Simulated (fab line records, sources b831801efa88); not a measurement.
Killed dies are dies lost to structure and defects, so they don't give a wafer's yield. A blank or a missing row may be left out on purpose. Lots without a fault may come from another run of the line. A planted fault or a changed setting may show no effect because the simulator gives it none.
Chamber matching | flow sky130 | SKY_VIA2_CMP_24 on cmp-02: 4 sister chambers
The step polishes, stops on SiO2, t overpolish 20 s, target thk 0 nm. 16 wafers are shown with their chamber, then 8 later ones without.

WAFERS WITH THEIR CHAMBER
wafer  | chamber | motor_current_A (A) | time_to_endpoint_s (s) | platen_rpm (rpm)
L487.2 | 3       | 10.0                | 99                     | 60.01
L487.4 | 1       | 12.7                | 99                     | 59.97
L487.5 | 0       | 12.2                | 100                    | 59.98
L488.1 | 1       | 11.7                | 102                    | 59.93
L488.2 | 3       | 10.3                | 97                     | 60.02
L488.4 | 2       | 13.1                | 102                    | 59.98
L489.1 | 0       | 11.7                | 106                    | 60.00
L489.3 | 2       | 13.2                | 99                     | 60.00
L489.6 | 1       | 12.2                | 105                    | 60.02
L494.2 | 1       | 12.5                | 110                    | 59.98
L494.4 | 0       | 12.5                | 110                    | 59.98
L494.6 | 2       | 12.5                | 103                    | 60.02
L502.1 | 1       | 12.1                | 103                    | 59.99
L502.3 | 0       | 11.6                | 106                    | 59.98
L502.5 | 3       | 9.9                 | 99                     | 60.01
L505.1 | 1       | 12.5                | 100                    | 59.99

SIGNATURES (means of the wafers above)
reading            | chamber 0 | chamber 1 | chamber 2 | chamber 3 | scatter within a chamber
motor_current_A    | 12.000    | 12.283    | 12.933    | 10.067    | 0.361
time_to_endpoint_s | 105.50    | 103.17    | 101.33    | 98.33     | 3.43
platen_rpm         | 59.9850   | 59.9800   | 60.0000   | 60.0133   | 0.0215
Rule: a wafer's distance from a chamber is the root of the sum, over the readings, of the square of ((its reading less the chamber's mean) divided by the reading's scatter). The wafer belongs to the nearest chamber; if the next one is less than 2 further off, it can't be placed. The scatter: the root of (the sum of the squares of (reading less its chamber's mean) over the shown wafers, divided by (wafers less chambers)).

WAFERS WITHOUT THEIR CHAMBER
wafer  | motor_current_A (A) | time_to_endpoint_s (s) | platen_rpm (rpm)
L505.2 | 12.1                | 101                    | 59.98
L505.5 | 13.2                | 93                     | 59.97
L507.1 | 12.8                | 98                     | 60.00
L507.4 | 11.5                | 103                    | 59.95
L507.6 | 10.3                | 100                    | 60.06
L510.1 | 12.1                | 104                    | 59.99
L510.4 | 11.6                | 110                    | 60.01
L510.6 | 12.3                | 105                    | 60.01

WHICH CHAMBER EACH WENT THROUGH
wafer  | from the rows above          | in truth
L505.2 | can't be placed: 1 or 0 or 2 | 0
L505.5 | can't be placed: 2 or 1      | 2
L507.1 | can't be placed: 2 or 1      | 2
L507.4 | can't be placed: 0 or 1      | 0
L507.6 | 3                            | 3
L510.1 | can't be placed: 0 or 1 or 2 | 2
L510.4 | can't be placed: 0 or 1      | 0
L510.6 | can't be placed: 0 or 1 or 2 | 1
Placed correctly: 1 of 8. Can't be placed from these rows: 7 (the true chamber is among the candidates in 7). Placed wrongly: 0.
